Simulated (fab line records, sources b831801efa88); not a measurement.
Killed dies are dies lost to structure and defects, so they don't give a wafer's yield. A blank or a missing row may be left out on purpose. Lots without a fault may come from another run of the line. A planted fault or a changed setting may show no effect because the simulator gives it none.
Tool commonality check | flow sky130 | 11 lots, 33 wafers sampled

WHY IT WAS OPENED
At SKY_LDD_N_TW_MEAS_17 the reading LDD_N_TW is flagged on 1 of 11 lots. Wafers without a fault read 2597, standard deviation 27.
Rule: a lot is flagged when every wafer of it that has a number lies more than 4 standard deviations from that mean, or none has a number. The other lots count as sound.

lot  | measured     | on            | LDD_N_TW, wafer by wafer | flag
L656 | day 17 12:55 | film_metro-01 | 2622 2617 2629           |
L659 | day 18 22:32 | film_metro-01 | 2625 2649 2632           |
L662 | day 20 07:58 | film_metro-01 | 2628 2629 2633           |
L664 | day 20 21:02 | film_metro-03 | 2555 2574 2542           |
L667 | day 22 00:59 | film_metro-03 | 2561 2568 2561           |
L669 | day 22 16:43 | film_metro-03 | 2560 2550 2564           |
L670 | day 22 20:56 | film_metro-02 | 2582 2597 2597           |
L671 | day 23 01:17 | film_metro-02 | 30 30 30                 | FLAGGED
L672 | day 23 20:59 | film_metro-02 | 2579 2590 2581           |
L673 | day 23 22:13 | film_metro-01 | 2651 2616 2630           |
L674 | day 24 10:11 | film_metro-02 | 2586 2585 2591           |
The numbers of the flagged lots are 30 on average: -2567 against the usual, or -95 standard deviations.

WHICH TOOL RAN EACH LOT
The record holds 1 process step before the reading, out of a route of 708 steps. In each cell: the tool, then ch and the chambers that the sampled wafers went through, then the start.
lot  | flag    | SKY_LDD_N_EXPOSE_04
L656 |         | iline_stepper-01 ch 0, day 16 21:16
L659 |         | iline_stepper-02 ch 0, day 18 06:11
L662 |         | iline_stepper-01 ch 0, day 19 15:22
L664 |         | iline_stepper-02 ch 0, day 20 05:52
L667 |         | iline_stepper-02 ch 0, day 21 08:35
L669 |         | iline_stepper-02 ch 0, day 22 00:19
L670 |         | iline_stepper-02 ch 0, day 22 03:29
L671 | FLAGGED | iline_stepper-02 ch 0, day 22 08:33
L672 |         | iline_stepper-02 ch 0, day 23 04:23
L673 |         | iline_stepper-01 ch 0, day 23 06:00
L674 |         | iline_stepper-01 ch 0, day 23 17:47
What these steps do:
- SKY_LDD_N_EXPOSE_04: exposes mask NTM, target cd 840 nm.
- SKY_LDD_N_TW_MEAS_17

FLAGGED OVER TOTAL, TOOL BY TOOL (the gauges that took the reading come last)
step                 | tool             | lots run | flagged | share of the flagged lots | sound lots run after its first flagged lot
SKY_LDD_N_EXPOSE_04  | iline_stepper-01 | 4        | 0       | none                      | -
SKY_LDD_N_EXPOSE_04  | iline_stepper-02 | 7        | 1       | all                       | 1 (L672)
SKY_LDD_N_TW_MEAS_17 | film_metro-01    | 4        | 0       | none                      | -
SKY_LDD_N_TW_MEAS_17 | film_metro-02    | 4        | 1       | all                       | 2 (L672,L674)
SKY_LDD_N_TW_MEAS_17 | film_metro-03    | 3        | 0       | none                      | -

WHAT THE TABLE ALLOWS
2 rows of the table ran every flagged lot: iline_stepper-02 at SKY_LDD_N_EXPOSE_04, film_metro-02 at SKY_LDD_N_TW_MEAS_17.
- iline_stepper-02 at SKY_LDD_N_EXPOSE_04: 1 of its 7 lots flagged. Sound lots ran on it after the first flagged one (L672), which a lasting fault on the whole tool wouldn't allow.
- film_metro-02 at SKY_LDD_N_TW_MEAS_17: 1 of its 4 lots flagged. Sound lots ran on it after the first flagged one (L672, L674), which a lasting fault on the whole tool wouldn't allow.
No row of the table ran every flagged lot and no sound lot after the first.

WHAT THE SIMULATOR HAD PUT IN
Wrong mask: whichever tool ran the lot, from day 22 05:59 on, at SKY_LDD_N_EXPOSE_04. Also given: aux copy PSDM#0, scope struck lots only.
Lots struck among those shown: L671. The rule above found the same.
